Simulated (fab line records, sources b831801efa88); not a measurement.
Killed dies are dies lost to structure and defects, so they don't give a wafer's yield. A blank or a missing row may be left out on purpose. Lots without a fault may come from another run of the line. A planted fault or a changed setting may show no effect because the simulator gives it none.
Which tool did it? | flow sfq_line | 15 lots, 45 wafers sampled, at 1 step of a route of 325

WHAT THE GAUGES READ, wafer by wafer
SFQ_C5_OVL_MEAS_937. Usual: C5_OVL -3 nm, standard deviation 5.4.
lot  | measured     | on         | C5_OVL (nm) | flag
L678 | day 55 19:21 | overlay-01 | -1 -5 -3    |
L682 | day 57 02:31 | overlay-02 | -1 -1 2     |
L683 | day 58 10:10 | overlay-01 | 4 0 4       |
L684 | day 60 07:49 | overlay-02 | 1 2 -5      |
L685 | day 62 13:52 | overlay-01 | 8 -3 -1     |
L686 | day 62 15:04 | overlay-01 | 5 2 9       |
L687 | day 62 17:28 | overlay-01 | -10 -6 -7   |
L688 | day 62 21:11 | overlay-01 | -3 0 -1     |
L689 | day 64 05:58 | overlay-01 | -6 -9 -10   |
L690 | day 67 04:25 | overlay-01 | -4 -3 -1    |
L696 | day 72 03:22 | overlay-01 | -9 -16 -13  |
L697 | day 72 08:01 | overlay-02 | -5 -10 -8   |
L698 | day 73 23:44 | overlay-01 | -10 -6 -9   |
L699 | day 74 02:19 | overlay-02 | -5 -5 2     |
L700 | day 74 04:52 | overlay-02 | 2 4 5       |

WHICH TOOL RAN EACH LOT (tool, then ch and the chambers of the sampled wafers, then the start)
The record holds no process step before these readings.

WHAT THE TOOLS THEMSELVES READ (means of the sampled wafers that have a number; where no wafer has one, the mark that the record gives instead)
The record holds no such reading with a usual standard deviation.

THE ANSWER, worked out from the rows above alone
Rule: a lot is off if the mean of its wafers that have a number lies more than 3 standard deviations from the usual mean. A lot without any number at a reading at which 4 lots or more have one is off too. The other lots that the step has rows for count as sound. The gauges are gone through in route order, then the tools' own readings, and for those a lot's mean is taken as printed above. The first step at which some lot is off is used, and at that step the reading that is off furthest; a lot without a number counts as furthest.
No lot is off at any reading shown: from this, nothing can be told.

WHAT THE SIMULATOR HAD PUT IN
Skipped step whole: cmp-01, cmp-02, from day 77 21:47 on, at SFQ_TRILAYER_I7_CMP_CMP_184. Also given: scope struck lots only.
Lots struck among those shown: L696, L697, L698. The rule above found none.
